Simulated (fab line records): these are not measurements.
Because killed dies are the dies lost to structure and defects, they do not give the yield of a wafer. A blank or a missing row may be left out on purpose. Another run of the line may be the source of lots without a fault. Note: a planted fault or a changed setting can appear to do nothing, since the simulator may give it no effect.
Commonality check across tools || flow gf180mcu || Lots sampled 12, wafers sampled 42

== WHY IT WAS OPENED ==
At GF_NWELL_TW_MEAS_11 the reading NWELL_TW is flagged on 2 of 12 lots. Wafers without a fault read 1570, standard deviation 11.
Rule: flag the lot when none of its wafers has a number, or when each of its wafers that has one lies beyond 4 standard deviations from that mean. All remaining lots are regarded as sound.

{"lot": "L131", "measured": "day 3 08:06", "on": "film-metro-02", "NWELL_TW, wafer by wafer": "1569 1582 1573", "flag": ""}
{"lot": "L132", "measured": "day 3 16:01", "on": "film-metro-02", "NWELL_TW, wafer by wafer": "1574 1581 1583", "flag": ""}
{"lot": "L133", "measured": "day 3 18:56", "on": "film-metro-03", "NWELL_TW, wafer by wafer": "1560 1546 1549", "flag": ""}
{"lot": "L134", "measured": "day 3 23:54", "on": "film-metro-02", "NWELL_TW, wafer by wafer": "1580 1591 1591", "flag": ""}
{"lot": "L135", "measured": "day 4 05:13", "on": "film-metro-02", "NWELL_TW, wafer by wafer": "1579 1575 1580", "flag": ""}
{"lot": "L136", "measured": "day 4 10:04", "on": "film-metro-02", "NWELL_TW, wafer by wafer": "1576 1581 1570", "flag": ""}
{"lot": "L137", "measured": "day 4 18:04", "on": "film-metro-02", "NWELL_TW, wafer by wafer": "1570 1577 1583", "flag": ""}
{"lot": "L139", "measured": "day 5 04:28", "on": "film-metro-02", "NWELL_TW, wafer by wafer": "1580 1576 1584", "flag": ""}
{"lot": "L140", "measured": "day 5 07:01", "on": "film-metro-02", "NWELL_TW, wafer by wafer": "1577 1574 1578", "flag": ""}
{"lot": "L143", "measured": "day 6 01:49", "on": "film-metro-02", "NWELL_TW, wafer by wafer": "1570 1565 1573", "flag": ""}
{"lot": "L152", "measured": "day 8 03:24", "on": "film-metro-02", "NWELL_TW, wafer by wafer": "1743 1741 1746 1749 1752 1751", "flag": "FLAGGED"}
{"lot": "L154", "measured": "day 8 16:05", "on": "film-metro-04", "NWELL_TW, wafer by wafer": "1729 1723 1732 1731 1731 1733", "flag": "FLAGGED"}
The mean of the flagged lots' numbers is 1738, +168 from the usual (+15 standard deviations).

== EACH LOT AND THE TOOL IT RAN ON ==
The record holds 1 process step before the reading, out of a route of 602 steps. Cell contents, in order: the tool; ch with the chambers the sampled wafers went through; the start.
{"lot": "L131", "flag": "", "GF_NWELL_IMPLANT_08": "implanter-01 ch 0, day 3 07:42"}
{"lot": "L132", "flag": "", "GF_NWELL_IMPLANT_08": "implanter-03 ch 0, day 3 15:38"}
{"lot": "L133", "flag": "", "GF_NWELL_IMPLANT_08": "implanter-03 ch 0, day 3 18:32"}
{"lot": "L134", "flag": "", "GF_NWELL_IMPLANT_08": "implanter-03 ch 0, day 3 23:30"}
{"lot": "L135", "flag": "", "GF_NWELL_IMPLANT_08": "implanter-04 ch 0, day 4 04:49"}
{"lot": "L136", "flag": "", "GF_NWELL_IMPLANT_08": "implanter-04 ch 0, day 4 09:41"}
{"lot": "L137", "flag": "", "GF_NWELL_IMPLANT_08": "implanter-01 ch 0, day 4 17:40"}
{"lot": "L139", "flag": "", "GF_NWELL_IMPLANT_08": "implanter-01 ch 0, day 5 04:06"}
{"lot": "L140", "flag": "", "GF_NWELL_IMPLANT_08": "implanter-01 ch 0, day 5 06:40"}
{"lot": "L143", "flag": "", "GF_NWELL_IMPLANT_08": "implanter-04 ch 0, day 6 01:27"}
{"lot": "L152", "flag": "FLAGGED", "GF_NWELL_IMPLANT_08": "implanter-01 ch 0, day 8 03:00"}
{"lot": "L154", "flag": "FLAGGED", "GF_NWELL_IMPLANT_08": "implanter-01 ch 0, day 8 15:43"}
What is done by these steps:
- GF_NWELL_IMPLANT_08
- GF_NWELL_TW_MEAS_11

== FLAGGED AGAINST TOTAL, ONE TOOL AT A TIME (gauges that did the reading follow at the end) ==
{"step": "GF_NWELL_IMPLANT_08", "tool": "implanter-01", "lots run": 6, "flagged": 2, "share of the flagged lots": "all", "sound lots run after its first flagged lot": 0}
{"step": "GF_NWELL_IMPLANT_08", "tool": "implanter-03", "lots run": 3, "flagged": 0, "share of the flagged lots": "none", "sound lots run after its first flagged lot": "-"}
{"step": "GF_NWELL_IMPLANT_08", "tool": "implanter-04", "lots run": 3, "flagged": 0, "share of the flagged lots": "none", "sound lots run after its first flagged lot": "-"}
{"step": "GF_NWELL_TW_MEAS_11", "tool": "film-metro-02", "lots run": 10, "flagged": 1, "share of the flagged lots": "some", "sound lots run after its first flagged lot": 0}
{"step": "GF_NWELL_TW_MEAS_11", "tool": "film-metro-03", "lots run": 1, "flagged": 0, "share of the flagged lots": "none", "sound lots run after its first flagged lot": "-"}
{"step": "GF_NWELL_TW_MEAS_11", "tool": "film-metro-04", "lots run": 1, "flagged": 1, "share of the flagged lots": "some", "sound lots run after its first flagged lot": 0}

== THE TABLE: WHAT IT ALLOWS ==
Rows of the table that ran each flagged lot: 1, that is implanter-01 at GF_NWELL_IMPLANT_08.
- implanter-01 at GF_NWELL_IMPLANT_08: 2 of its 6 lots flagged. It ran its last sound lot, L140, at day 5 06:40 and its first flagged lot, L152, at day 8 03:00: a fault with its onset between the two fits. Its own readings lie more than 4 standard deviations out on every wafer of the flagged lots: dose-ions-cm2, faraday-current-uA.
One tool is left: implanter-01 at GF_NWELL_IMPLANT_08.

== WHAT THE SIMULATOR HAD PUT IN ==
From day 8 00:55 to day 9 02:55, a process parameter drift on implanter-01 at GF_NWELL_IMPLANT_08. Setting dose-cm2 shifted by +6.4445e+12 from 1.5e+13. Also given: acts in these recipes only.
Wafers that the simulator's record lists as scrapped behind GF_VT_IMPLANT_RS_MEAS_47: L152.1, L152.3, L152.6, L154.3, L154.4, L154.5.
Lots struck among those shown: L152, L154. The rule above found the same.
